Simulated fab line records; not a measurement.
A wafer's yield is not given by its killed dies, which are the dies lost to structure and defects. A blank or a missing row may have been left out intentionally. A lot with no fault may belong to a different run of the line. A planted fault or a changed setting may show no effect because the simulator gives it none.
Check of tool commonality	flow gf180mcu	39 wafers sampled across 13 lots

== REASON FOR OPENING ==
At GF_HV_LDD_TW_MEAS_11 the reading HV_LDD_TW is flagged on 2 of 13 lots. Wafers without a fault read 2439, standard deviation 30.
Rule: a lot is flagged in two cases, either no wafer of it has a number, or all its wafers with numbers fall more than 4 standard deviations from that mean. All remaining lots are regarded as sound.

lot	measured	on	HV_LDD_TW, wafer by wafer	flag
L347	day 9 23:54	film_metro-01	2457 2450 2447	
L348	day 10 13:45	film_metro-03	2392 2405 2391	
L350	day 11 05:31	film_metro-04	2484 2482 2465	
L352	day 11 15:27	film_metro-04	2478 2473 2467	
L353	day 12 04:25	film_metro-01	2438 2436 2441	
L354	day 12 12:50	film_metro-03	2403 2385 2368	
L363	day 14 23:02	film_metro-03	2410 2411 2403	
L364	day 15 04:57	film_metro-04	2670 2668 2672	FLAGGED
L365	day 15 08:51	film_metro-01	2619 2630 2624	FLAGGED
L367	day 15 21:30	film_metro-01	2436 2424 2438	
L368	day 16 09:59	film_metro-04	2479 2479 2483	
L369	day 16 14:31	film_metro-01	2439 2431 2445	
L370	day 17 02:46	film_metro-01	2423 2433 2434	
On average the flagged lots' numbers are 2647, which is +208 against the usual, or +7 standard deviations.

== LOT BY LOT: THE TOOL USED ==
The record holds 1 process step before the reading, out of a route of 602 steps. Read each cell as the tool, then ch plus the chambers that the sampled wafers visited, then the start.
lot	flag	GF_HV_LDD_IMPLANT_09
L347		implanter-04 ch 0, day 9 23:40
L348		implanter-02 ch 0, day 10 13:31
L350		implanter-01 ch 0, day 11 05:16
L352		implanter-01 ch 0, day 11 15:13
L353		implanter-04 ch 0, day 12 04:10
L354		implanter-01 ch 0, day 12 12:35
L363		implanter-02 ch 0, day 14 22:49
L364	FLAGGED	implanter-01 ch 0, day 15 04:43
L365	FLAGGED	implanter-01 ch 0, day 15 08:37
L367		implanter-02 ch 0, day 15 21:16
L368		implanter-04 ch 0, day 16 09:45
L369		implanter-04 ch 0, day 16 14:17
L370		implanter-04 ch 0, day 17 02:31
What the steps here do:
- GF_HV_LDD_IMPLANT_09
- GF_HV_LDD_TW_MEAS_11

== FLAGGED OVER TOTAL, TOOL BY TOOL (the gauges that took the reading come last) ==
step	tool	lots run	flagged	share of the flagged lots	sound lots run after its first flagged lot
GF_HV_LDD_IMPLANT_09	implanter-01	5	2	all	0
GF_HV_LDD_IMPLANT_09	implanter-02	3	0	none	-
GF_HV_LDD_IMPLANT_09	implanter-04	5	0	none	-
GF_HV_LDD_TW_MEAS_11	film_metro-01	6	1	some	3 (L367,L369,L370)
GF_HV_LDD_TW_MEAS_11	film_metro-03	3	0	none	-
GF_HV_LDD_TW_MEAS_11	film_metro-04	4	1	some	1 (L368)

== THE TABLE: WHAT IT ALLOWS ==
Rows of the table that ran each flagged lot: 1, that is implanter-01 at GF_HV_LDD_IMPLANT_09.
- implanter-01 at GF_HV_LDD_IMPLANT_09 ran 5 lots, 2 of them flagged. Last sound lot L354 at day 12 12:35, first flagged lot L364 at day 15 04:43; a fault beginning in between fits. Its own readings lie more than 4 standard deviations out on every wafer of the flagged lots: beam_energy_keV.
implanter-01 at GF_HV_LDD_IMPLANT_09 is the single tool remaining.

== WHAT THE SIMULATOR HAD INSERTED ==
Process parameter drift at GF_HV_LDD_IMPLANT_09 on implanter-01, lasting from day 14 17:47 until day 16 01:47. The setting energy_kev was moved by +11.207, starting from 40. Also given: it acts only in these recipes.
Lots struck among those shown: L364, L365. Same finding as the rule above.
